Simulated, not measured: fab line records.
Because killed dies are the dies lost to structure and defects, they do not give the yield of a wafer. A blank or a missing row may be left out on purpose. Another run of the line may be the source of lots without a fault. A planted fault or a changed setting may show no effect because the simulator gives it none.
Which tool did it? | flow sky130 | Sampling: 13 lots, 39 wafers, 4 of 708 route steps

== WHAT THE GAUGES SHOWED, per wafer ==
SKY_FIELD_ISO_THK_MEAS_23. Usual: FIELD_ISO_OXIDATION_01_THK gives 9.95 nm (standard deviation 0.18).
lot  | measured    | on            | FIELD_ISO_OXIDATION_01_THK (nm) | flag
L149 | day 2 06:35 | film_metro-03 | 10.10 9.94 10.05                |
L151 | day 2 18:48 | film_metro-04 | 10.15 10.03 10.20               |
L152 | day 2 23:50 | film_metro-01 | 9.93 9.93 9.88                  |
L154 | day 3 09:48 | film_metro-03 | 9.86 9.88 9.98                  |
L157 | day 4 00:49 | film_metro-01 | 10.04 10.21 10.05               |
L161 | day 4 20:49 | film_metro-03 | 10.00 10.05 10.11               |
L162 | day 5 04:36 | film_metro-03 | - - -                           | OFF
L163 | day 5 08:47 | film_metro-04 | - - -                           | OFF
L164 | day 5 12:52 | film_metro-01 | - - -                           | OFF
L165 | day 5 19:13 | film_metro-03 | 10.05 10.01 10.04               |
L168 | day 6 10:44 | film_metro-03 | 10.09 9.85 10.14                |
L171 | day 7 07:53 | film_metro-04 | 10.10 10.11 10.23               |
L172 | day 7 07:56 | film_metro-01 | 10.01 10.02 10.09               |

SKY_NWELL_THK_MEAS_02. Usual: NWELL_OXIDATION_THK gives 9.89 nm (standard deviation 0.19).
lot  | measured    | on            | NWELL_OXIDATION_THK (nm) | flag
L149 | day 2 12:15 | film_metro-02 | 10.13 10.24 10.10        |
L151 | day 2 22:48 | film_metro-03 | 10.09 10.16 10.30        |
L152 | day 3 05:04 | film_metro-04 | 9.78 9.86 9.76           |
L154 | day 3 15:44 | film_metro-02 | 9.86 9.65 9.81           |
L157 | day 4 07:18 | film_metro-04 | 9.72 9.60 9.60           |
L161 | day 5 00:48 | film_metro-02 | 9.96 10.01 9.81          |
L165 | day 6 02:56 | film_metro-02 | 9.85 9.89 9.95           |
L168 | day 6 15:10 | film_metro-02 | 9.67 9.80 9.54           |
L171 | day 7 15:31 | film_metro-03 | 9.69 9.56 9.92           |
L172 | day 7 15:31 | film_metro-04 | 9.92 9.77 9.62           |

SKY_VT_ADJUST_LVTN_TW_MEAS_10. Usual: VT_ADJUST_LVTN_TW gives 241.3 (standard deviation 2.3).
lot  | measured     | on            | VT_ADJUST_LVTN_TW | flag
L149 | day 6 20:43  | film_metro-01 | 244.5 243.7 244.7 |
L151 | day 7 11:10  | film_metro-03 | 241.3 242.2 242.1 |
L152 | day 7 17:59  | film_metro-01 | 244.2 242.9 245.0 |
L154 | day 8 05:55  | film_metro-03 | 239.3 241.0 240.4 |
L157 | day 9 01:07  | film_metro-02 | 239.8 238.9 238.8 |
L161 | day 9 23:52  | film_metro-02 | 239.0 238.8 239.1 |
L165 | day 11 09:54 | film_metro-02 | 238.4 239.7 238.7 |
L168 | day 12 00:43 | film_metro-02 | 238.7 239.9 240.5 |
L171 | day 13 11:43 | film_metro-01 | 244.4 244.6 244.4 |
L172 | day 13 11:50 | film_metro-03 | 241.6 240.9 242.5 |

== WHICH TOOL RAN EACH LOT (tool, then ch and the chambers of the sampled wafers, then the start) ==
lot  | SKY_FIELD_ISO_CVD_03
L149 | lpcvd-02 ch 0, day 1 11:41
L151 | lpcvd-02 ch 1, day 1 23:32
L152 | lpcvd-02 ch 1, day 2 04:01
L154 | lpcvd-02 ch 1, day 2 14:20
L157 | lpcvd-02 ch 0, day 3 03:41
L161 | lpcvd-02 ch 1, day 3 23:41
L162 | lpcvd-02 ch 1, day 4 07:28
L163 | lpcvd-02 ch 0, day 4 11:21
L164 | lpcvd-02 ch 1, day 4 15:10
L165 | lpcvd-02 ch 1, day 4 20:34
L168 | lpcvd-02 ch 1, day 5 11:44
L171 | lpcvd-02 ch 0, day 6 03:52
L172 | lpcvd-02 ch 0, day 6 07:00
- SKY_FIELD_ISO_CVD_03: deposits Si3N4 from DCS/NH3, target thk 165 nm, time 2830 s.

== AS READ BY THE TOOLS THEMSELVES (means over the sampled wafers that have a number; for cases with no such wafer, the mark the record gives instead) ==
SKY_FIELD_ISO_CVD_03. Usual: pressure_mtorr 249.9 mTorr, standard deviation 0.47; spike_tc_bottom_C 789.8 C, standard deviation 1.
lot  | tool     | pressure_mtorr (mTorr) | spike_tc_bottom_C (C) | flag
L149 | lpcvd-02 | 250.1                  | 789.8                 |
L151 | lpcvd-02 | 249.5                  | 790.5                 |
L152 | lpcvd-02 | 249.9                  | 790.2                 |
L154 | lpcvd-02 | 249.5                  | 790.3                 |
L157 | lpcvd-02 | 250.1                  | 788.6                 |
L161 | lpcvd-02 | 250.4                  | 789.7                 |
L162 | lpcvd-02 | -                      | -                     | OFF
L163 | lpcvd-02 | -                      | -                     | OFF
L164 | lpcvd-02 | -                      | -                     | OFF
L165 | lpcvd-02 | 249.4                  | 790.5                 |
L168 | lpcvd-02 | 249.4                  | 789.7                 |
L171 | lpcvd-02 | 250.2                  | 789.6                 |
L172 | lpcvd-02 | 250.4                  | 790.6                 |

== THE ANSWER, worked out from the rows above alone ==
Rule: lot off if the mean of its wafers having a number is beyond 3 standard deviations from the usual mean. Also off: a lot with no number at a reading for which 4 or more lots have one. The other lots that the step has rows for count as sound. First the gauges in route order, then the tools' own readings, where a lot's mean is used as printed above. At the first step where some lot is off, the reading lying furthest off is the one used; lots without a number count as furthest.
Off: L162, L163, L164, at SKY_FIELD_ISO_THK_MEAS_23 (FIELD_ISO_OXIDATION_01_THK). Without a number there: L162, L163, L164.
If a tool, at a process step before that reading, ran all the lots that are off and no sound lot after the first of them, it fits. Not tried: the gauges at SKY_FIELD_ISO_THK_MEAS_23; whatever is off there is also off at SKY_FIELD_ISO_CVD_03, on other tools, and gauge error can't account for it. Not one of the candidates tried fits.

== WHAT HAD BEEN PUT IN BY THE SIMULATOR ==
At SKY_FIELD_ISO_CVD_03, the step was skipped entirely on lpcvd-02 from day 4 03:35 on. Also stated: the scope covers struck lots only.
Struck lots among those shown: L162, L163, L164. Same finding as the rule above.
